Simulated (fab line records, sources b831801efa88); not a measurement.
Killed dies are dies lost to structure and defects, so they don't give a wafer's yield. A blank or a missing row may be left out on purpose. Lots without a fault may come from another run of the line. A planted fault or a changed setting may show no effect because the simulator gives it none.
Which tool did it? | flow sky130 | 13 lots, 39 wafers sampled, at 5 steps of a route of 708

WHAT THE GAUGES READ, wafer by wafer
The record holds no reading of a measuring or inspecting step that can be judged against a usual standard deviation.

WHICH TOOL RAN EACH LOT (tool, then ch and the chambers of the sampled wafers, then the start)
lot  | SKY_LDD_HVP_EXPOSE_04               | SKY_LI_CONTACT_ETCH_15             | SKY_METAL1_SPUTTER_02        | SKY_VIA1_CMP_02               | SKY_PAD_OPEN_PROBE_99
L273 | iline_stepper-02 ch 0, day 21 08:21 | rie_diel-03 ch 0,1, day 29 11:55   | pvd_sputter-04, day 31 21:29 | cmp-02 ch 0,1,3, day 33 02:11 | -
L274 | iline_stepper-01 ch 0, day 21 14:35 | rie_diel-02 ch 2,3, day 29 17:29   | pvd_sputter-01, day 32 04:11 | cmp-02 ch 0,1,3, day 33 08:07 | -
L276 | iline_stepper-01 ch 0, day 22 01:15 | rie_diel-02 ch 1,3, day 30 02:29   | pvd_sputter-03, day 32 14:11 | cmp-01 ch 0,2,3, day 33 17:58 | -
L278 | iline_stepper-01 ch 0, day 23 05:53 | rie_diel-02 ch 1,2,3, day 31 04:33 | pvd_sputter-04, day 33 14:26 | cmp-02 ch 1,3, day 34 18:23   | -
L279 | iline_stepper-02 ch 0, day 23 14:12 | rie_diel-02 ch 1,2,3, day 31 11:45 | pvd_sputter-04, day 33 22:28 | cmp-02 ch 2,3, day 35 02:40   | -
L281 | iline_stepper-02 ch 0, day 24 02:18 | rie_diel-03 ch 0,1, day 32 01:08   | pvd_sputter-01, day 34 11:50 | cmp-01 ch 0,1,2, day 35 15:55 | -
L280 | iline_stepper-02 ch 0, day 24 06:28 | rie_diel-03 ch 0,2,3, day 32 03:26 | pvd_sputter-04, day 34 13:26 | cmp-02 ch 0,2,3, day 35 16:49 | -
L283 | iline_stepper-01 ch 0, day 24 20:21 | rie_diel-03 ch 0,2, day 32 14:50   | pvd_sputter-01, day 35 00:04 | cmp-01 ch 0,1,2, day 36 03:59 | -
L288 | iline_stepper-01 ch 0, day 26 19:09 | rie_diel-01 ch 0,3, day 34 11:41   | pvd_sputter-03, day 36 20:36 | cmp-01 ch 1,2, day 37 22:55   | prober-02, day 49 12:01
L292 | iline_stepper-02 ch 0, day 28 07:00 | rie_diel-02 ch 0,2,3, day 35 20:02 | pvd_sputter-04, day 38 03:35 | cmp-02 ch 0,2,3, day 39 06:29 | -
L293 | iline_stepper-01 ch 0, day 28 07:35 | rie_diel-03 ch 1,2, day 35 21:18   | pvd_sputter-04, day 38 04:49 | cmp-02 ch 1,2,3, day 39 08:11 | -
L294 | iline_stepper-02 ch 0, day 28 15:44 | rie_diel-01 ch 1,3, day 36 03:08   | pvd_sputter-04, day 38 11:47 | cmp-02 ch 0,1,2, day 39 14:16 | -
L295 | iline_stepper-01 ch 0, day 28 20:32 | rie_diel-03 ch 0,2,3, day 36 05:57 | pvd_sputter-04, day 38 13:42 | cmp-01 ch 0,2,3, day 39 16:05 | -
- SKY_LDD_HVP_EXPOSE_04: exposes mask HVPTM, target cd 700 nm.
- SKY_LI_CONTACT_ETCH_15: etches PSG in C4F8/O2/Ar, stops on Si, target depth 600 nm.
- SKY_METAL1_SPUTTER_02: material AlCu, target thk 250 nm, time 13.3 s.
- SKY_VIA1_CMP_02: polishes SiO2.
- SKY_PAD_OPEN_PROBE_99

WHAT THE TOOLS THEMSELVES READ (means of the sampled wafers that have a number; where no wafer has one, the mark that the record gives instead)
SKY_LI_CONTACT_ETCH_15.
lot  | tool        | oes_product_au (a.u.)
L273 | rie_diel-03 | 0.839
L274 | rie_diel-02 | 0.830
L276 | rie_diel-02 | 0.835
L278 | rie_diel-02 | 0.839
L279 | rie_diel-02 | 0.839
L281 | rie_diel-03 | 0.838
L280 | rie_diel-03 | 0.835
L283 | rie_diel-03 | 0.838
L288 | rie_diel-01 | 0.834
L292 | rie_diel-02 | 0.843
L293 | rie_diel-03 | 0.836
L294 | rie_diel-01 | 0.833
L295 | rie_diel-03 | 0.839

SKY_METAL1_SPUTTER_02.
lot  | tool           | chamber_pressure_pa (Pa) | throttle_valve_pct (%)
L273 | pvd_sputter-04 | 0.3998                   | 29.3
L274 | pvd_sputter-01 | 0.3997                   | 30.5
L276 | pvd_sputter-03 | 0.3996                   | 29.6
L278 | pvd_sputter-04 | 0.3995                   | 29.6
L279 | pvd_sputter-04 | 0.3995                   | 29.3
L281 | pvd_sputter-01 | 0.3993                   | 31.0
L280 | pvd_sputter-04 | 0.4003                   | 31.3
L283 | pvd_sputter-01 | 0.3996                   | 30.1
L288 | pvd_sputter-03 | 0.4003                   | 29.3
L292 | pvd_sputter-04 | 0.3999                   | 29.7
L293 | pvd_sputter-04 | 0.4004                   | 29.6
L294 | pvd_sputter-04 | 0.4005                   | 30.4
L295 | pvd_sputter-04 | 0.4012                   | 29.7

SKY_VIA1_CMP_02.
lot  | tool   | motor_current_A (A)
L273 | cmp-02 | 13.4
L274 | cmp-02 | 13.2
L276 | cmp-01 | 11.1
L278 | cmp-02 | 13.3
L279 | cmp-02 | 13.9
L281 | cmp-01 | 12.0
L280 | cmp-02 | 13.4
L283 | cmp-01 | 11.9
L288 | cmp-01 | 12.2
L292 | cmp-02 | 13.6
L293 | cmp-02 | 13.9
L294 | cmp-02 | 14.0
L295 | cmp-01 | 11.3

SKY_PAD_OPEN_PROBE_99.
lot  | tool      | killed_at_M0_to_M3 | killed_at_M4_up | killed_at_contacts | killed_at_front_end | killed_at_other | killed_dies | killed_open | killed_short
L288 | prober-02 | 56                 | 4.0             | 22                 | 23                  | 0.0             | 105         | 57          | 45

THE ANSWER, worked out from the rows above alone
Rule: what is usual is taken from the lots themselves. Put in order of their means at a reading, lots are off if they are a third of the lots or fewer, leave a main group of 4 or more, and stand apart from it by a gap of 3 or more times the standard deviation of the main group's means; of several such gaps the widest counts. A main group whose means are all the same, to the digits that the tables above print for the reading, isn't used. A lot without any number at a reading at which 4 lots or more have one is off too. The other lots that the step has rows for count as sound. The gauges are gone through in route order, then the tools' own readings, and for those a lot's mean is taken as printed above. The first step at which some lot is off is used, and at that step the reading that is off furthest; a lot without a number counts as furthest.
No lot is off at any reading shown: from this, nothing can be told.

WHAT THE SIMULATOR HAD PUT IN
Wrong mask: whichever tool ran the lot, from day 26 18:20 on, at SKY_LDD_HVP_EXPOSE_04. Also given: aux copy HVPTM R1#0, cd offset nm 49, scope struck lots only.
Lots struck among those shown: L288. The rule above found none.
